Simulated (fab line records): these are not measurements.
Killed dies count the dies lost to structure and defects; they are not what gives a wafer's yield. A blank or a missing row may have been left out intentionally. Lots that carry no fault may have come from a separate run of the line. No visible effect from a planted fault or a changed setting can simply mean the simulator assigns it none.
Comparing a struck lot with a sound one + flow sky130 + 14 steps out of a route of 708
Sound: these wafers, L609.1, L609.3, L609.5. Wafers struck: L614.1, L614.2, L614.3. At the end, the cause is stated.
Each step with rows lists, per side, the tool, then ch with its chambers, then its first start. Under that, the readings that differ: sound wafers + struck wafers + difference of the means + sigmas: that difference in standard deviations of wafers without a fault.
alike: same words and numbers on both sides, and readings whose means sit less than 2 such deviations apart. not compared: any withheld reading, any reading some wafer has no value for, any bound like >300 that may hide the same value, and any number with overlapping values for which the record gives no deviation.
The two part at a step that has a row with sigmas, a row that says differs or no value, or rows on one side only. Numbers that don't overlap but have no deviation are shown without sigmas and don't part them. A reading missing from all wafers of one side parts the sides only when that side holds two or more wafers.

first, 5 steps without rows for these wafers: SKY_POLY_GATE_COAT_08 (resist thk 450 nm); SKY_POLY_GATE_SOFTBAKE_09 (time 90 s); SKY_POLY_GATE_EXPOSE_10 (exposes mask P1M, target cd 150 nm); SKY_POLY_GATE_PEB_11; SKY_POLY_GATE_DEVELOP_12 (develop time 60 s).
SKY_POLY_GATE_CD_MEAS_13 targets a cd of 150 nm.
  sound on cd-sem-02 at day 17 17:53; struck on cd-sem-02 at day 20 05:32
  alike: cd-nm
SKY_POLY_GATE_OVL_MEAS_14:
  sound on overlay-02 at day 17 18:01; struck on overlay-01 at day 20 05:39
  alike: POLY_GATE_OVL
SKY_POLY_GATE_ETCH_15: etches BARC in N2/H2, stops on SiO2, time 118.5 s, target depth 110 nm.
  sound on rie-diel-04 ch 2,3, day 17 18:02; struck on rie-diel-04 ch 1,2,3, day 20 05:41
  alike: drypump-motor-current-A, oes-product-au, throttle-valve-pct
  not compared: rf-hours-counter-h
SKY_POLY_GATE_ETCH_16: etches Si3N4 in CH3F/O2, stops on poly-Si, time 147.5 s, target depth 75 nm.
  sound on rie-diel-04 ch 2,3, day 17 18:07; struck on rie-diel-04 ch 1,2,3, day 20 05:46
| reading               | sound             | struck            | difference | sigmas |
|-----------------------|-------------------|-------------------|------------|--------|
| oes-product-au (a.u.) | 0.634 0.638 0.639 | 0.650 0.647 0.650 | +0.012     | +2     |
  alike: O2_flow_sccm, drypump-motor-current-A, throttle-valve-pct
  not compared: rf-hours-counter-h
SKY_POLY_GATE_ETCH_17: etches poly-Si in HBr/Cl2, stops on SiO2, target depth 180 nm, time 70.5 s.
  sound on rie-si-02 ch 0,2,3, day 17 18:13; struck on rie-si-01 ch 0,2,3, day 20 05:52
  alike: HBr_flow_sccm, drypump-motor-current-A, oes-product-au, throttle-valve-pct
  not compared: rf-hours-counter-h
SKY_POLY_GATE_STRIP_18: strips in O2/N2.
  sound on plasma-asher-04 ch 0,1, day 17 18:17; struck on plasma-asher-04 ch 0,1, day 20 05:55
  alike: drypump-motor-current-A, oes-product-au, strip-time-to-endpoint-s
  not compared: rf-hours-counter-h
then, 1 step without rows for these wafers: SKY_POLY_GATE_CLEAN_19 (cleans in SC1/SC2, time 150 s).
SKY_POLY_GATE_OXIDATION_20: stabilise 600 s, purge 300 s, target thk 4 nm.
  struck on furnace-01, day 20 11:10; sound on furnace-02 ch 0, day 18 02:33
  no value came back on the struck wafers for ox-temp-c (C), ox-temp-c-max, spike-tc-centre-C (C), zone-power-lower-pct (%); on the sound wafers ox-temp-c (C) reads 850.2 850.0 849.5
SKY_POLY_GATE_CD_MEAS_22:
  sound on cd-sem-02 at day 18 03:52; struck on cd-sem-02 at day 20 12:29
  alike: cd-nm

## WHERE THEY PART
Last at SKY_POLY_GATE_OXIDATION_20 as far as this record goes, first at SKY_POLY_GATE_ETCH_16. Later steps at which nothing parts them and some readings are alike: SKY_POLY_GATE_CD_MEAS_22.

WHY: the cause the simulator had injected
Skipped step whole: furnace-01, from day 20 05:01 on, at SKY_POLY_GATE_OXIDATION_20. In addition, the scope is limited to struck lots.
